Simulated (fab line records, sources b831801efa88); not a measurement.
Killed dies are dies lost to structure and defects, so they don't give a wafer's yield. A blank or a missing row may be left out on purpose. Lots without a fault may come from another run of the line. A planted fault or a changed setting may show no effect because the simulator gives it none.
fab line records | flow sky130
record lots=13 wafers=39 last_day=50
route steps=708 shown METAL2@499 VIA2@527 METAL3@533 PAD_OPEN@708
lots that met no fault: from a run of the same line without faults
start_h: hours from the record's first day to the start of the lot's first wafer shown | wait_h: hours since the lot's step before | " the same as in the row above | L1.1+2: a row that stands for several wafers | - no value, or no start given | * or withheld: withheld | < > ~ a bound
route shown NAME@n: a module of which the file shows steps, and the number in the route of the first | usual: mean/standard deviation of fault-free wafers | same: alike in all rows | chamber/n: place in a boat | sites: the reading at each site | _std_site: their standard deviation | _edge_site: outer sites' mean less inner sites' | radius_mm: how far each site lies from the wafer's centre | mask NAME#n: copy n | behind: the tool/chamber that last shaped the wafer | hold: why the lot was held/for how many hours/how that ended | device: the transistor (n, p or np) that didn't switch | end of line: the same wafers' tests at the end of the route | a step without rows: its recipe alone | killed: dies lost to structure and defects at the first sort, not the wafer's yield | map: a wafer's dies, x killed, . not, _ none there
set.NAME: the setting as run; set.NAME@STEP: as run at that earlier step | model.NAME: the simulator's own value behind a step, which no gauge read
steps of the route over a sample of lots; a table a step, a row a wafer
services: from which hour (start_h, from the record's first day; less than 0 if before it) a tool's chamber was out of use, for how many hours, and why
## steps
# step SKY_METAL2_OVL_MEAS_16
# usual METAL2_OVL=-4/5
# columns lot.wafer tool chamber start_h wait_h METAL2_OVL[nm]
L955.1 overlay-01 - 848.82 0.1 -1
L955.2 " - " " -2
L955.5 " - " " 0
L954.1 overlay-01 - 853.33 0.1 5
L954.2 " - " " -8
L954.4 " - " " -3
L956.2 overlay-02 - 857.44 0.1 -3
L956.4 " - " " -1
L956.5 " - " " -10
L957.1 overlay-02 - 861.43 0.1 -12
L957.2 " - " " -10
L957.5 " - " " -5
L963.4 overlay-02 - 896.05 0.1 -3
L963.5 " - " " -4
L963.6 " - " " 4
L971.1 overlay-01 - 954.15 0.1 -8
L971.2 " - " " 1
L971.5 " - " " -2
L969.3 overlay-01 - 956.24 0.1 1
L969.4 " - " " -2
L969.6 " - " " -9
L970.1 overlay-02 - 956.85 0.1 -8
L970.2 " - " " -7
L970.5 " - " " -6
L972.1 overlay-01 - 960.18 0.1 -10
L972.3 " - " " -5
L972.4 " - " " 1
L973.1 overlay-01 - 968.38 0.1 -4
L973.5 " - " " -9
L973.6 " - " " -8
L974.2 overlay-01 - 971.00 0.1 2
L974.4 " - " " -5
L974.6 " - " " -1
L975.2 overlay-02 - 974.74 0.1 -5
L975.3 " - " " 4
L975.5 " - " " -5
L976.1 overlay-01 - 977.12 0.1 -3
L976.3 " - " " -7
L976.6 " - " " 3
# step SKY_VIA2_SPUTTER_20
# recipe material=TiN target_thk_nm=20 chamber_pressure_pa=5 power_w=4000 time_s=80
# usual cathode_dc_power_W=4000.1/0.7 chamber_pressure_pa=5.000/0.0095 throttle_valve_pct=30.2/1.2
# columns lot.wafer tool chamber start_h wait_h cathode_dc_power_W chamber_pressure_pa throttle_valve_pct
L955.1 pvd_sputter-02 - 876.60 0.0 3999.2 4.985 28.4
L955.2 " - " " 4000.3 5.002 30.7
L955.5 " - " " 4000.4 5.003 30.9
L954.1 pvd_sputter-01 - 881.67 0.0 3999.7 5.000 30.6
L954.2 " - " " 4000.3 4.995 30.5
L954.4 " - " " 4000.7 5.005 31.8
L956.2 pvd_sputter-04 - 885.92 0.0 3999.0 4.991 31.5
L956.4 " - " " 4000.5 5.000 31.1
L956.5 " - " " 3999.5 5.003 30.8
L957.1 pvd_sputter-02 - 888.81 0.0 4000.6 4.987 30.7
L957.2 " - " " 4001.5 5.013 30.9
L957.5 " - " " 3999.2 4.996 30.4
L963.4 pvd_sputter-02 - 922.48 0.0 4000.6 5.001 27.6
L963.5 " - " " 3999.9 5.003 30.8
L963.6 " - " " 3999.9 4.998 28.7
L971.1 pvd_sputter-01 - 980.10 0.0 - - -
L971.2 " - " " - - -
L971.5 " - " " - - -
L969.3 pvd_sputter-01 - 983.57 0.0 - - -
L969.4 " - " " - - -
L969.6 " - " " - - -
L970.1 pvd_sputter-04 - 983.66 0.0 - - -
L970.2 " - " " - - -
L970.5 " - " " - - -
L972.1 pvd_sputter-02 - 986.28 0.0 4000.8 5.001 30.8
L972.3 " - " " 4000.6 5.000 30.7
L972.4 " - " " 4001.1 5.008 27.6
L973.1 pvd_sputter-02 - 995.15 0.0 4000.0 4.993 30.8
L973.5 " - " " 3999.8 4.992 30.8
L973.6 " - " " 3999.8 4.994 27.8
L974.2 pvd_sputter-01 - 996.21 0.0 3999.9 5.009 29.8
L974.4 " - " " 4000.9 4.982 30.3
L974.6 " - " " 4000.6 4.999 30.7
L975.2 pvd_sputter-02 - 1001.03 0.0 4000.4 4.990 30.8
L975.3 " - " " 4000.4 5.014 30.6
L975.5 " - " " 3999.9 4.995 28.6
L976.1 pvd_sputter-04 - 1003.18 0.0 4000.8 5.001 30.4
L976.3 " - " " 4001.1 5.002 29.4
L976.6 " - " " 4000.5 5.009 30.3
# step SKY_METAL3_SPUTTER_01
# recipe material=TiN target_thk_nm=20 power_w=6500 time_s=16.7 chamber_pressure_pa=0.4
# usual cathode_dc_power_W=6500.0/1.2 chamber_pressure_pa=0.4001/0.00078 throttle_valve_pct=30.2/0.97
# columns lot.wafer tool chamber start_h wait_h cathode_dc_power_W chamber_pressure_pa throttle_valve_pct
L955.1 pvd_sputter-04 - 877.30 0.0 6499.7 0.3994 31.5
L955.2 " - " " 6499.0 0.3989 31.0
L955.5 " - " " 6498.6 0.4002 29.9
L954.1 pvd_sputter-04 - 882.37 0.0 6501.7 0.3984 30.1
L954.2 " - " " 6502.6 0.4006 31.6
L954.4 " - " " 6498.7 0.4006 30.9
L956.2 pvd_sputter-04 - 886.61 0.0 6499.6 0.4002 31.6
L956.4 " - " " 6502.6 0.4003 30.4
L956.5 " - " " 6501.2 0.4005 29.8
L957.1 pvd_sputter-03 - 889.50 0.0 6500.7 0.4002 31.0
L957.2 " - " " 6500.4 0.3995 29.6
L957.5 " - " " 6501.1 0.3999 30.7
L963.4 pvd_sputter-03 - 923.17 0.0 6498.6 0.4018 29.6
L963.5 " - " " 6501.6 0.3994 30.7
L963.6 " - " " 6499.8 0.4008 31.3
L972.1 pvd_sputter-03 - 986.97 0.0 6499.7 0.3994 31.1
L972.3 " - " " 6500.6 0.3994 29.5
L972.4 " - " " 6500.7 0.4003 30.7
L973.1 pvd_sputter-04 - 995.85 0.0 6499.5 0.4003 30.2
L973.5 " - " " 6498.9 0.4004 29.8
L973.6 " - " " 6499.1 0.4003 30.5
L974.2 pvd_sputter-02 - 996.90 0.0 6499.8 0.3987 28.5
L974.4 " - " " 6499.9 0.4010 27.9
L974.6 " - " " 6502.8 0.4001 27.7
L975.2 pvd_sputter-03 - 1001.72 0.0 6498.7 0.4005 29.7
L975.3 " - " " 6500.9 0.4003 29.8
L975.5 " - " " 6501.0 0.3998 29.5
L976.1 pvd_sputter-02 - 1003.88 0.0 6499.7 0.4000 30.8
L976.3 " - " " 6500.8 0.3995 30.8
L976.6 " - " " 6499.2 0.3993 30.8
# step SKY_PAD_OPEN_PROBE_99
# usual defect_limited_yield=82.6/1.9 killed_at_M0_to_M3=43/7.1 killed_at_M4_up=3.0/1.6 killed_at_contacts=24/5.3 killed_at_front_end=16/4.1 killed_at_other=0.5/0.82 killed_dies=86/9.4 killed_on_rim=17/4.1 killed_open=46/6.9 killed_short=39/6.5 sort_bin_3_pad_short=0.9/0.45 sort_bin_5_function=10.3/1.5 sort_bin_6_memory=6.2/1.1 sort_n_pass=406/9.4 sort_yield_pct=82.6/1.9
# same gross_dies=492 killed_at_back_side=0 sort_bin_4_leakage[%]=0 sort_bin_8_speed[%]=0
# columns lot.wafer tool chamber start_h wait_h defect_limited_yield[%] killed_at_M0_to_M3 killed_at_M4_up killed_at_contacts killed_at_front_end killed_at_other killed_dies killed_on_rim killed_open killed_short sort_bin_3_pad_short[%] sort_bin_5_function[%] sort_bin_6_memory[%] sort_n_pass sort_yield_pct[%]
L955.1 prober-01 - 1097.55 0.1 84.8 38 1 23 12 1 75 11 41 34 1.4 9.6 4.3 417 84.8
L955.2 prober-01 - 1097.60 0.1 80.9 49 1 27 17 0 94 16 37 57 0.8 10.2 8.1 398 80.9
L955.5 prober-01 - 1097.75 0.2 84.1 34 3 24 17 0 78 15 45 33 0.6 9.3 5.9 414 84.1
L954.1 prober-02 - 1100.82 0.1 82.5 40 3 32 11 0 86 23 47 39 1.2 9.3 6.9 406 82.5
L954.2 prober-02 - 1100.87 0.1 83.1 37 5 19 21 1 83 13 35 48 1.6 8.9 6.3 409 83.1
L954.4 prober-02 - 1100.97 0.2 86.8 28 4 17 16 0 65 10 34 31 0.4 7.7 5.1 427 86.8
L971.1 prober-02 - 1178.17 0.1 0 447 3 30 12 0 492 96 58 40 1.8 90.0 8.1 0 0
L971.2 prober-02 - 1178.22 0.1 0 445 7 29 11 0 492 96 49 32 1.2 92.1 6.7 0 0
L971.5 prober-02 - 1178.37 0.2 0 446 2 33 10 1 492 96 46 38 0.4 93.3 6.3 0 0
L969.3 prober-01 - 1180.82 0.2 0 448 6 24 13 1 492 96 46 40 1.6 93.1 5.3 0 0
L969.4 prober-01 - 1180.87 0.2 0 458 3 22 9 0 492 96 42 40 0.8 94.7 4.5 0 0
L969.6 prober-01 - 1180.97 0.2 0 453 1 22 16 0 492 96 48 41 0.6 92.9 6.5 0 0
L970.1 prober-02 - 1181.52 0.1 0 457 2 16 17 0 492 96 38 42 0.4 92.1 7.5 0 0
L970.2 prober-02 - 1181.57 0.1 0 439 3 35 15 0 492 96 57 53 0.4 89.4 10.2 0 0
L970.5 prober-02 - 1181.72 0.2 0 445 5 24 18 0 492 96 43 48 1.2 91.7 7.1 0 0
L972.1 prober-01 - 1183.32 0.1 80.3 40 6 31 19 1 97 24 45 52 1.0 11.6 7.1 395 80.3
L972.3 prober-01 - 1183.42 0.2 79.9 47 6 31 15 0 99 18 57 41 1.2 11.2 7.7 393 79.9
L972.4 prober-01 - 1183.47 0.2 83.7 38 4 18 16 4 80 17 39 41 0 11.0 5.3 412 83.7
L973.1 prober-01 - 1190.53 0.1 84.3 34 2 21 20 0 77 13 38 38 1.0 10.6 4.1 415 84.3
L973.5 prober-01 - 1190.73 0.2 84.3 31 4 31 10 1 77 15 47 30 0.6 10.2 4.9 415 84.3
L973.6 prober-01 - 1190.78 0.2 82.9 38 2 30 14 0 84 18 50 33 0.6 10.2 6.3 408 82.9
# killed by level:class
L955.1 CONTACT:geometric_particle:open=13 VIA1:geometric_particle:open=10 METAL2:geometric_particle:short=6 POLY_GATE:geometric_particle:short=5 METAL3:geometric_particle:short=5 CONTACT:geometric_particle:short=4 VIA3:geometric_particle:short=4 POLY_GATE:geometric_particle:open=3
L955.2 CONTACT:geometric_particle:open=10 CONTACT:geometric_particle:short=9 METAL2:geometric_particle:short=9 METAL1:geometric_particle:short=7 FIELD_ISO:geometric_particle:short=6 VIA1:geometric_particle:open=6 VIA2:geometric_particle:short=6 POLY_GATE:geometric_particle:open=5
L955.5 CONTACT:geometric_particle:open=10 VIA1:geometric_particle:open=9 POLY_GATE:geometric_particle:open=6 LI_CONTACT:geometric_particle:open=6 VIA3:geometric_particle:open=6 CONTACT:geometric_particle:short=5 VIA1:geometric_particle:short=5 METAL2:geometric_particle:short=4
L954.1 CONTACT:geometric_particle:open=10 VIA1:geometric_particle:open=10 VIA3:geometric_particle:open=10 CONTACT:geometric_particle:short=7 LI_CONTACT:geometric_particle:short=6 FIELD_ISO:geometric_particle:open=4 LI_CONTACT:geometric_particle:open=4 LOCAL_INTERCONNECT:geometric_particle:short=4
L954.2 METAL2:geometric_particle:short=8 VIA1:geometric_particle:open=7 CONTACT:geometric_particle:short=6 LI_CONTACT:geometric_particle:open=5 FIELD_ISO:geometric_particle:short=4 FIELD_ISO:geometric_particle:open=4 POLY_GATE:geometric_particle:open=4 POLY_GATE:geometric_particle:short=4
L954.4 LI_CONTACT:geometric_particle:open=6 POLY_GATE:geometric_particle:open=5 CONTACT:geometric_particle:open=5 VIA1:geometric_particle:short=5 FIELD_ISO:geometric_particle:short=4 FIELD_ISO:geometric_particle:open=4 VIA1:geometric_particle:open=4 VIA2:geometric_particle:short=4
L971.1 VIA2:area_sputter=394 CONTACT:geometric_particle:open=15 VIA1:geometric_particle:open=13 METAL2:geometric_particle:short=9 LI_CONTACT:geometric_particle:open=7 VIA2:geometric_particle:open=6 VIA3:geometric_particle:open=6 METAL3:geometric_particle:short=4
L971.2 VIA2:area_sputter=410 VIA1:geometric_particle:open=11 CONTACT:geometric_particle:open=9 LI_CONTACT:geometric_particle:open=6 VIA2:geometric_particle:open=6 LOCAL_INTERCONNECT:geometric_particle:short=5 CONTACT:geometric_particle:short=5 METAL2:geometric_particle:short=4
L971.5 VIA2:area_sputter=407 CONTACT:geometric_particle:open=15 VIA1:geometric_particle:open=11 LI_CONTACT:geometric_particle:open=8 METAL1:geometric_particle:short=7 METAL2:geometric_particle:short=5 VIA2:geometric_particle:open=5 POLY_GATE:geometric_particle:short=4
L969.3 VIA2:area_sputter=405 CONTACT:geometric_particle:open=11 VIA1:geometric_particle:open=10 LI_CONTACT:geometric_particle:open=7 METAL2:geometric_particle:short=6 POLY_GATE:geometric_particle:short=5 VIA3:geometric_particle:open=5 FIELD_ISO:geometric_particle:short=4
L969.4 VIA2:area_sputter=408 VIA1:geometric_particle:open=11 LI_CONTACT:geometric_particle:open=7 VIA2:geometric_particle:short=7 METAL1:geometric_particle:short=6 METAL2:geometric_particle:short=6 CONTACT:geometric_particle:open=5 VIA2:geometric_particle:open=5
L969.6 VIA2:area_sputter=403 VIA1:geometric_particle:open=11 VIA3:geometric_particle:open=9 METAL1:geometric_particle:short=8 CONTACT:geometric_particle:open=7 FIELD_ISO:geometric_particle:short=6 LI_CONTACT:geometric_particle:open=6 CONTACT:geometric_particle:short=4
L970.1 VIA2:area_sputter=412 VIA1:geometric_particle:short=8 VIA1:geometric_particle:open=7 METAL2:geometric_particle:short=6 VIA2:geometric_particle:open=6 CONTACT:geometric_particle:open=5 METAL1:geometric_particle:short=5 LI_CONTACT:geometric_particle:open=4
L970.2 VIA2:area_sputter=382 CONTACT:geometric_particle:open=15 VIA1:geometric_particle:open=11 VIA3:geometric_particle:open=10 LI_CONTACT:geometric_particle:open=9 VIA1:geometric_particle:short=9 METAL1:geometric_particle:short=7 FIELD_ISO:geometric_particle:short=6
L970.5 VIA2:area_sputter=401 VIA1:geometric_particle:open=11 METAL2:geometric_particle:short=10 CONTACT:geometric_particle:short=7 CONTACT:geometric_particle:open=6 POLY_GATE:geometric_particle:open=5 POLY_GATE:geometric_particle:short=5 LI_CONTACT:geometric_particle:open=5
L972.1 LI_CONTACT:geometric_particle:open=11 CONTACT:geometric_particle:short=7 VIA1:geometric_particle:open=7 METAL2:geometric_particle:short=7 VIA1:geometric_particle:short=6 VIA2:geometric_particle:open=6 POLY_GATE:geometric_particle:short=5 LI_CONTACT:geometric_particle:short=5
L972.3 LI_CONTACT:geometric_particle:open=11 CONTACT:geometric_particle:open=11 VIA1:geometric_particle:open=10 METAL1:geometric_particle:short=9 POLY_GATE:geometric_particle:short=6 METAL2:geometric_particle:short=6 VIA2:geometric_particle:open=6 VIA1:geometric_particle:short=4
L972.4 CONTACT:geometric_particle:open=13 VIA1:geometric_particle:open=10 FIELD_ISO:geometric_particle:short=6 VIA2:geometric_particle:short=5 VIA2:geometric_particle:open=5 METAL2:geometric_particle:short=4 POLY_GATE:geometric_particle:short=4 METAL1:geometric_particle:short=4
L973.1 LI_CONTACT:geometric_particle:open=7 VIA2:geometric_particle:open=7 POLY_GATE:geometric_particle:short=6 POLY_GATE:geometric_particle:open=6 CONTACT:geometric_particle:open=6 VIA1:geometric_particle:open=6 CONTACT:geometric_particle:short=5 METAL1:geometric_particle:short=4
L973.5 CONTACT:geometric_particle:open=14 VIA1:geometric_particle:open=9 CONTACT:geometric_particle:short=7 FIELD_ISO:geometric_particle:short=5 VIA2:geometric_particle:open=5 LOCAL_INTERCONNECT:geometric_particle:short=4 VIA3:geometric_particle:open=4 LI_CONTACT:geometric_particle:short=3
L973.6 VIA1:geometric_particle:open=13 LI_CONTACT:geometric_particle:open=10 CONTACT:geometric_particle:open=9 CONTACT:geometric_particle:short=5 METAL2:geometric_particle:short=5 METAL1:geometric_particle:short=4 VIA1:geometric_particle:short=4 VIA2:geometric_particle:open=4
## services
# columns tool chamber start_h hours kind
pvd_sputter-04 - 880.49 1.2 repair
pvd_sputter-03 - 889.81 9.0 repair
pvd_sputter-04 0 895.36 - consumable_replace:kit
pvd_sputter-04 0 895.36 18.0 scheduled_down
pvd_sputter-04 0 895.36 18.0 vent_cycle
pvd_sputter-02 - 900.89 1.3 repair
pvd_sputter-01 0 952.94 - consumable_replace:kit
pvd_sputter-01 0 952.94 18.0 scheduled_down
pvd_sputter-01 0 952.94 18.0 vent_cycle
pvd_sputter-02 - 963.74 3.7 repair
pvd_sputter-03 0 967.01 - consumable_replace:kit
pvd_sputter-03 0 967.01 18.0 scheduled_down
pvd_sputter-03 0 967.01 18.0 vent_cycle
## key
first_sign step=SKY_VIA2_SPUTTER_20 reading=tool_record direction=missing
effect step=SKY_PAD_OPEN_PROBE_99 reading=killed_at_M0_to_M3 direction=up sigmas=57 usual=43 struck=449
more_kills_born_at SKY_VIA2_SPUTTER_20@pvd_sputter-01=2420 SKY_VIA2_SPUTTER_20@pvd_sputter-04=1195
met_at SKY_VIA2_SPUTTER_20
struck_lots L969,L970,L971
later_rows_left_out L969.3,L969.4,L969.6,L970.1,L970.2,L970.5,L971.1,L971.2,L971.5
not_acting_at SKY_METAL2_OVL_MEAS_16,SKY_METAL3_SPUTTER_01
onset_between 885.92 980.10
fault kind=skipped_step_whole tool=pvd_sputter-01,pvd_sputter-04 chamber=- onset_h=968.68 steps=SKY_VIA2_SPUTTER_20 scope=struck_lots_only
# later_rows_left_out: the simulator's readings of these wafers behind a module that went badly wrong aren't trusted and aren't shown, but for the sort
